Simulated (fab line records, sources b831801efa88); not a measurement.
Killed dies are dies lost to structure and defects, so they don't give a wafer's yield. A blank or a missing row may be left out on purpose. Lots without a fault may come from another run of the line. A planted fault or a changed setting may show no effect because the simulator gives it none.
Problem report in the 8D (eight disciplines) form, filled by code | flow sky130 | the parts of the form that need people (team, actions taken, sign-off) are left out

1. THE PROBLEM
killed_at_front_end at SKY_PAD_OPEN_PROBE_99 reads a mean of 54 on 3 wafers of 1 lot; wafers without a fault read 16 with a standard deviation of 4.3. That is +8.8 standard deviations from the usual mean.
First seen on wafer L585.2, day 50 10:44, on prober-01. The record holds 6 wafers of 2 lots with a number at this step. Rule for "out", or "out of limits": more than 4 standard deviations from the usual mean. The other wafers with a number count as sound.

2. WHAT IT IS AND WHAT IT IS NOT
question                    | is                     | is not
which readings at this step | killed_at_front_end    | killed_at_M4_up, killed_at_contacts, killed_at_other, killed_short
which lots                  | L585                   | L576
which wafers of those lots  | all that have a number | -
read on which tools         | prober-01              | prober-02
when                        | from day 50 10:44      | up to then (3 sound wafers)

3. SUSPECTS, AND WHAT RULES EACH OUT
Counting: a tool at a process step up to the reading stays a suspect if it ran every lot that is out and no sound lot after the first of them.
- wet_bench-03 at SKY_FIELD_ISO_WET_ETCH_29 (etches Si3N4 in H3PO4, target depth 160 nm, time 1825 s): kept. It ran the lot that is out, L585 (day 6 19:30), and no sound lot after that.
- pvd_sputter-03 at SKY_METAL5_SPUTTER_01 (material TiN, target thk 20 nm, time 16.7 s): kept. It ran the lot that is out, L585 (day 48 02:48), and no sound lot after that.
- rie_metal-03 at SKY_METAL5_METAL_ETCH_15 (etches the open film in Cl2/BCl3, stops on SiO2, target depth 1260 nm, time 252 s): kept. It ran the lot that is out, L585 (day 48 21:23), and no sound lot after that.
- rie_diel-01 at SKY_PAD_OPEN_ETCH_07 (etches the open film in CF4/O2, stops on AlCu, target depth 725 nm, time 161.1 s): kept. It ran the lot that is out, L585 (day 50 08:22), and no sound lot after that; its last sound lot up to then is L576 (day 48 05:03).
- prober-01 at SKY_PAD_OPEN_PROBE_99: kept. It ran the lot that is out, L585 (day 50 10:44), and no sound lot after that. Its own readings are out on those wafers: killed_at_front_end.
Left after counting: wet_bench-03 at SKY_FIELD_ISO_WET_ETCH_29, pvd_sputter-03 at SKY_METAL5_SPUTTER_01, rie_metal-03 at SKY_METAL5_METAL_ETCH_15, rie_diel-01 at SKY_PAD_OPEN_ETCH_07, prober-01 at SKY_PAD_OPEN_PROBE_99.

4. THE CAUSE (what the simulator had put in)
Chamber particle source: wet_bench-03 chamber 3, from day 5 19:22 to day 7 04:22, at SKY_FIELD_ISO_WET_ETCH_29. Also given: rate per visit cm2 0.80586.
Counting left 5 suspects, and this tool is among them.

5. THE CHAIN OF EFFECTS, in route order
Each row: a reading whose mean over the struck wafers that have a number lies more than 3 standard deviations from the usual. Only readings for which the record gives a usual standard deviation are gone through. hours: the time from each lot's start at the first step in this table that gives one to its start at this step, as a median over the lots. sigmas: the change in usual standard deviations.
hours | step                  | reading             | usual | on struck wafers | change | sigmas
0     | SKY_PAD_OPEN_PROBE_99 | killed_at_front_end | 16    | 54               | +38    | +8.8
0     | SKY_PAD_OPEN_PROBE_99 | killed_dies         | 87    | 116              | +29    | +3.3
The process steps in it:
- SKY_PAD_OPEN_PROBE_99

6. WHAT WOULD HAVE CAUGHT IT SOONER
In this record the first reading out of limits was taken at day 50 10:44, 1071 hours after the fault began at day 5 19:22.
All the lots that are out (1) had begun SKY_FIELD_ISO_WET_ETCH_29 on wet_bench-03 by day 50 10:44. A hold on the tool at that time would have spared none of them.
